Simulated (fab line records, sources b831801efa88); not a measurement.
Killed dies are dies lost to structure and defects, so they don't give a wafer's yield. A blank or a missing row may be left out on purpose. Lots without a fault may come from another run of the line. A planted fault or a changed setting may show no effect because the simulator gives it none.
fab line records | flow gf180mcu
record lots=14 wafers=42 last_day=34
route steps=602 shown V5@561 TOP_METAL@578
lots that met no fault: from a run of the same line without faults
start_h: hours from the record's first day to the start of the lot's first wafer shown | wait_h: hours since the lot's step before | " the same as in the row above | L1.1+2: a row that stands for several wafers | - no value, or no start given | * or withheld: withheld | < > ~ a bound
route shown NAME@n: a module of which the file shows steps, and the number in the route of the first | usual: mean/standard deviation of fault-free wafers | same: alike in all rows | chamber/n: place in a boat | sites: the reading at each site | _std_site: their standard deviation | _edge_site: outer sites' mean less inner sites' | radius_mm: how far each site lies from the wafer's centre | mask NAME#n: copy n | behind: the tool/chamber that last shaped the wafer | hold: why the lot was held/for how many hours/how that ended | device: the transistor (n, p or np) that didn't switch | end of line: the same wafers' tests at the end of the route | a step without rows: its recipe alone | killed: dies lost to structure and defects at the first sort, not the wafer's yield | map: a wafer's dies, x killed, . not, _ none there
set.NAME: the setting as run; set.NAME@STEP: as run at that earlier step | model.NAME: the simulator's own value behind a step, which no gauge read
steps of the route over a sample of lots; a table a step, a row a wafer
services: from which hour (start_h, from the record's first day; less than 0 if before it) a tool's chamber was out of use, for how many hours, and why
## steps
# step GF_V5_SPUTTER_21
# recipe material=Ti target_thk_nm=15 chamber_pressure_pa=5 power_w=2500 substrate_temp_c=200 time_s=80.02
# usual substrate_temp_c=200.00/0.17 throttle_valve_pct=30.6/0.98
# same time_s=80.02
# columns lot.wafer tool chamber start_h wait_h substrate_temp_c throttle_valve_pct
L174.2 pvd_sputter-04 - 643.84 0.0 199.76 31.9
L174.3 " - " " 200.18 30.0
L174.6 " - " " 199.80 32.0
L175.1 pvd_sputter-04 - 649.68 0.0 200.05 30.7
L175.2 " - " " 199.99 32.5
L175.3 " - " " 200.06 28.7
L176.4 pvd_sputter-03 - 666.22 0.0 200.02 32.0
L176.5 " - " " 200.05 31.1
L176.6 " - " " 200.13 30.1
L177.2 pvd_sputter-01 - 669.80 0.0 200.23 30.7
L177.4 " - " " 200.03 31.2
L177.5 " - " " 200.05 30.9
L179.1 pvd_sputter-01 - 681.14 0.0 199.92 30.9
L179.4 " - " " 199.83 30.8
L179.5 " - " " 199.80 30.8
L178.4 pvd_sputter-04 - 685.05 0.0 199.98 28.8
L178.5 " - " " 200.01 30.0
L178.6 " - " " 200.19 28.9
L180.4 pvd_sputter-01 - 685.77 0.0 200.06 29.6
L180.5 " - " " 199.88 30.8
L180.6 " - " " 200.13 30.6
L181.2 pvd_sputter-04 - 695.93 0.0 200.23 28.7
L181.3 " - " " 200.02 29.7
L181.4 " - " " 200.11 30.8
L182.2 pvd_sputter-01 - 703.78 0.0 199.87 30.7
L182.3 " - " " 199.91 30.9
L182.5 " - " " 199.85 30.6
L184.1 pvd_sputter-03 - 720.23 0.0 200.08 30.5
L184.2 " - " " 199.68 31.2
L184.6 " - " " 200.04 31.5
L185.4 pvd_sputter-04 - 724.68 0.0 199.92 30.0
L185.5 " - " " 200.08 29.1
L185.6 " - " " 200.15 31.9
L187.2 pvd_sputter-04 - 735.08 0.0 200.08 32.3
L187.3 " - " " 199.88 29.0
L187.5 " - " " 200.14 32.1
L188.1 pvd_sputter-04 - 743.42 0.0 199.95 28.9
L188.2 " - " " 200.26 30.5
L188.4 " - " " 200.29 29.8
L197.2 pvd_sputter-03 - 791.74 0.0 199.78 31.0
L197.3 " - " " 200.05 29.9
L197.6 " - " " 199.93 31.2
# step GF_V5_RS_MEAS_24
# recipe thk_meas_gauge=four-point-probe reads=W_of_V5_CVD_23+TiN_of_V5_SPUTTER_22+Ti_of_V5_SPUTTER_21
# usual V5_W_RS=0.3278/0.0029
# columns lot.wafer tool chamber start_h wait_h V5_W_RS[ohm/sq]
L174.2 film_metro-03 - 644.07 0.1 0.3288
L174.3 " - " " 0.3305
L174.6 " - " " 0.3254
L175.1 film_metro-04 - 650.00 0.2 0.3304
L175.2 " - " " 0.3291
L175.3 " - " " 0.3247
L176.4 film_metro-04 - 666.46 0.1 0.3295
L176.5 " - " " 0.3280
L176.6 " - " " 0.3312
L177.2 film_metro-03 - 670.04 0.1 0.3308
L177.4 " - " " 0.3275
L177.5 " - " " 0.3264
L179.1 film_metro-03 - 681.36 0.1 0.3249
L179.4 " - " " 0.3246
L179.5 " - " " 0.3234
L178.4 film_metro-04 - 685.32 0.1 0.3272
L178.5 " - " " 0.3290
L178.6 " - " " 0.3275
L180.4 film_metro-04 - 686.01 0.1 0.3273
L180.5 " - " " 0.3262
L180.6 " - " " 0.3286
L181.2 film_metro-03 - 696.16 0.1 0.3321
L181.3 " - " " 0.3285
L181.4 " - " " 0.3276
L182.2 film_metro-04 - 704.01 0.1 0.3256
L182.3 " - " " 0.3221
L182.5 " - " " 0.3245
L184.1 film_metro-01 - 720.44 0.1 0.3338
L184.2 " - " " 0.3314
L184.6 " - " " 0.3335
L185.4 film_metro-03 - 724.92 0.1 0.3294
L185.5 " - " " 0.3266
L185.6 " - " " 0.3330
L187.2 film_metro-04 - 735.31 0.1 0.3263
L187.3 " - " " 0.3253
L187.5 " - " " 0.3254
L188.1 film_metro-04 - 743.63 0.1 0.3234
L188.2 " - " " 0.3288
L188.4 " - " " 0.3307
L197.2 film_metro-04 - 791.97 0.1 0.3260
L197.3 " - " " 0.3328
L197.6 " - " " 0.3253
# step GF_TOP_METAL_EXPOSE_11
# recipe mask_id=MetalTop target_cd_nm=440 na=0.6 source_shape=conventional sigma_outer=0.6 dose_mj=170
# usual exposure_dose_mJ_cm2=170.03/0.14 focus_offset_nm=0.2/0.59 na=0.6/0
# columns lot.wafer tool chamber start_h wait_h mask exposure_dose_mJ_cm2 focus_offset_nm na
L174.2 iline_stepper-01 0 655.28 - MetalTop#0 170.07 0.5 0.6
L174.3 " 0 " " MetalTop#0 169.96 0.1 0.6
L174.6 " 0 " " MetalTop#0 170.04 -0.3 0.6
L175.1 iline_stepper-01 0 660.98 - MetalTop#0 170.43 0.2 0.6
L175.2 " 0 " " MetalTop#0 170.30 -0.2 0.6
L175.3 " 0 " " MetalTop#0 170.27 0.7 0.6
L176.4 iline_stepper-01 0 677.09 - MetalTop#0 170.23 0.3 0.6
L176.5 " 0 " " MetalTop#0 170.08 1.2 0.6
L176.6 " 0 " " MetalTop#0 170.04 0.2 0.6
L177.2 iline_stepper-01 0 680.66 - MetalTop#0 169.89 -0.2 0.6
L177.4 " 0 " " MetalTop#0 170.23 -0.9 0.6
L177.5 " 0 " " MetalTop#0 170.21 -0.5 0.6
L179.1 iline_stepper-01 0 691.83 - MetalTop#0 170.31 -0.6 0.6
L179.4 " 0 " " MetalTop#0 170.00 -0.5 0.6
L179.5 " 0 " " MetalTop#0 170.14 0.1 0.6
L178.4 iline_stepper-02 0 695.82 - MetalTop#0 169.89 1.2 0.6
L178.5 " 0 " " MetalTop#0 170.00 -0.3 0.6
L178.6 " 0 " " MetalTop#0 169.83 0.1 0.6
L180.4 iline_stepper-01 0 696.77 - MetalTop#0 169.95 -0.4 0.6
L180.5 " 0 " " MetalTop#0 169.93 -0.3 0.6
L180.6 " 0 " " MetalTop#0 169.99 -1.0 0.6
L181.2 iline_stepper-01 0 706.56 - MetalTop#0 169.69 -0.2 0.6
L181.3 " 0 " " MetalTop#0 170.00 0.1 0.6
L181.4 " 0 " " MetalTop#0 169.81 0.8 0.6
L182.2 iline_stepper-01 0 714.36 - MetalTop#0 170.13 0.3 0.6
L182.3 " 0 " " MetalTop#0 170.25 0.4 0.6
L182.5 " 0 " " MetalTop#0 169.96 0.2 0.6
L184.1 iline_stepper-02 0 730.48 - MetalTop#0 169.80 0.7 0.6
L184.2 " 0 " " MetalTop#0 169.99 0.7 0.6
L184.6 " 0 " " MetalTop#0 169.95 0.0 0.6
L185.4 iline_stepper-02 0 735.09 - MetalTop#0 169.85 0.6 0.6
L185.5 " 0 " " MetalTop#0 169.95 1.0 0.6
L185.6 " 0 " " MetalTop#0 170.20 1.1 0.6
L187.2 iline_stepper-02 - 744.83 - MetalTop#0 - - -
L187.3 " - " " MetalTop#0 - - -
L187.5 " - " " MetalTop#0 - - -
L188.1 iline_stepper-02 - 753.09 - MetalTop#0 - - -
L188.2 " - " " MetalTop#0 - - -
L188.4 " - " " MetalTop#0 - - -
L197.2 iline_stepper-02 0 800.34 - MetalTop#0 170.11 -0.1 0.6
L197.3 " 0 " " MetalTop#0 170.09 -1.1 0.6
L197.6 " 0 " " MetalTop#0 170.21 -1.2 0.6
# step GF_TOP_METAL_METAL_ETCH_16
# recipe chemistry=Cl2/BCl3 mask_material=NOVOLAK target_depth_nm=1197 stop_on=SiO2 pressure_mtorr=8 icp_w=800 bias_w=140 Cl2_flow_sccm=80 bcl3_flow_sccm=40 time_s=199.5
# usual drypump_motor_current_A=5.64/0.29 oes_product_au=0.991/0.0047 throttle_valve_pct=28.229/0.0085
# same time_s=199.5
# columns lot.wafer tool chamber start_h wait_h drypump_motor_current_A oes_product_au rf_hours_counter_h throttle_valve_pct
L174.2 rie_metal-02 0 664.94 0.0 5.94 0.986 7 28.218
L174.3 " 0 " " 5.92 0.990 - 28.235
L174.6 " 0 " " 5.96 0.983 - 28.226
L175.1 rie_metal-04 0 670.88 0.0 5.71 0.992 13 28.232
L175.2 " 0 " " 5.71 0.982 - 28.220
L175.3 " 0 " " 5.72 0.992 - 28.228
L176.4 rie_metal-04 0 686.80 0.1 5.72 0.995 - 28.224
L176.5 " 1 " " 5.45 0.990 - 28.235
L176.6 " 0 " " 5.71 0.991 - 28.225
L177.2 rie_metal-02 0 690.40 0.1 5.94 0.997 - 28.216
L177.4 " 0 " " 5.95 0.992 - 28.235
L177.5 " 0 " " 5.93 0.988 - 28.224
L179.1 rie_metal-01 1 701.64 0.0 5.26 0.988 11 28.220
L179.4 " 1 " " 5.22 0.993 - 28.226
L179.5 " 0 " " 6.11 0.989 - 28.221
L178.4 rie_metal-04 0 704.80 0.1 5.69 0.980 - 28.232
L178.5 " 0 " " 5.70 0.988 - 28.222
L178.6 " 1 " " 5.46 0.986 - 28.221
L180.4 rie_metal-01 1 705.86 0.1 5.24 0.996 - 28.222
L180.5 " 0 " " 6.13 0.989 - 28.247
L180.6 " 1 " " 5.25 0.993 - 28.229
L181.2 rie_metal-02 1 715.79 0.0 5.29 0.991 0 28.243
L181.3 " 1 " " 5.33 0.989 - 28.224
L181.4 " 0 " " 5.89 0.995 - 28.237
L182.2 rie_metal-02 1 723.49 0.0 5.31 0.997 1 28.235
L182.3 " 1 " " 5.31 0.990 - 28.222
L182.5 " 1 " " 5.31 0.993 - 28.245
L184.1 rie_metal-01 1 738.24 0.0 5.27 0.990 12 28.215
L184.2 " 0 " " 6.11 0.994 14 28.232
L184.6 " 0 " " 6.09 0.993 - 28.228
L185.4 rie_metal-02 1 743.45 0.1 5.34 1.002 - 28.230
L185.5 " 1 " " 5.34 0.997 - 28.226
L185.6 " 0 " " 5.93 0.987 - 28.223
L187.2 rie_metal-04 1 753.54 0.0 5.49 0.997 5 28.226
L187.3 " 0 " " 5.72 0.990 - 28.235
L187.5 " 0 " " 5.71 0.990 - 28.227
L188.1 rie_metal-02 0 761.24 0.0 5.92 0.991 12 28.234
L188.2 " 1 " " 5.31 0.988 3 28.223
L188.4 " 0 " " 5.88 0.995 - 28.245
L197.2 rie_metal-01 1 808.08 0.0 5.28 0.992 16 28.227
L197.3 " 1 " " 5.26 0.999 - 28.236
L197.6 " 1 " " 5.25 0.994 - 28.226
## services
# columns tool chamber start_h hours kind
iline_stepper-01 - 628.02 1.7 pm
pvd_sputter-01 - 639.64 1.7 repair
rie_metal-01 1 639.85 13.1 repair
rie_metal-04 - 652.96 4.3 pm
rie_metal-04 1 657.60 - clean
rie_metal-04 1 657.60 14.2 scheduled_down
rie_metal-04 1 657.60 14.2 vent_cycle
pvd_sputter-04 - 665.54 1.8 repair
rie_metal-02 - 674.68 4.0 pm
rie_metal-02 1 678.97 - clean
rie_metal-02 1 678.97 23.7 scheduled_down
rie_metal-02 1 678.97 23.7 vent_cycle
iline_stepper-02 - 697.85 4.4 pm
rie_metal-04 0 705.02 - clean
rie_metal-04 0 705.02 36.4 scheduled_down
rie_metal-04 0 705.02 36.4 vent_cycle
iline_stepper-02 - 706.77 7.9 repair
pvd_sputter-01 - 709.19 0.5 repair
pvd_sputter-04 - 730.90 4.0 repair
## key
first_sign step=GF_TOP_METAL_EXPOSE_11 reading=tool_record direction=missing
effect none on later readings
met_at GF_TOP_METAL_EXPOSE_11
struck_lots L187,L188
later_rows_left_out L187.2,L187.3,L187.5,L188.1,L188.2,L188.4
sort_left_out L187.2,L187.3,L187.5,L188.1,L188.2,L188.4
not_acting_at GF_V5_SPUTTER_21,GF_V5_RS_MEAS_24,GF_TOP_METAL_METAL_ETCH_16
onset_between 735.09 744.83
fault kind=skipped_step_whole tool=iline_stepper-02 chamber=- onset_h=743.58 steps=GF_TOP_METAL_EXPOSE_11 scope=struck_lots_only
# sort_left_out: the simulated sort isn't trusted on such a fault, so these wafers' sort isn't shown, and their yield isn't known
# later_rows_left_out: the simulator's readings of these wafers behind a module that went badly wrong aren't trusted and aren't shown, but for the sort
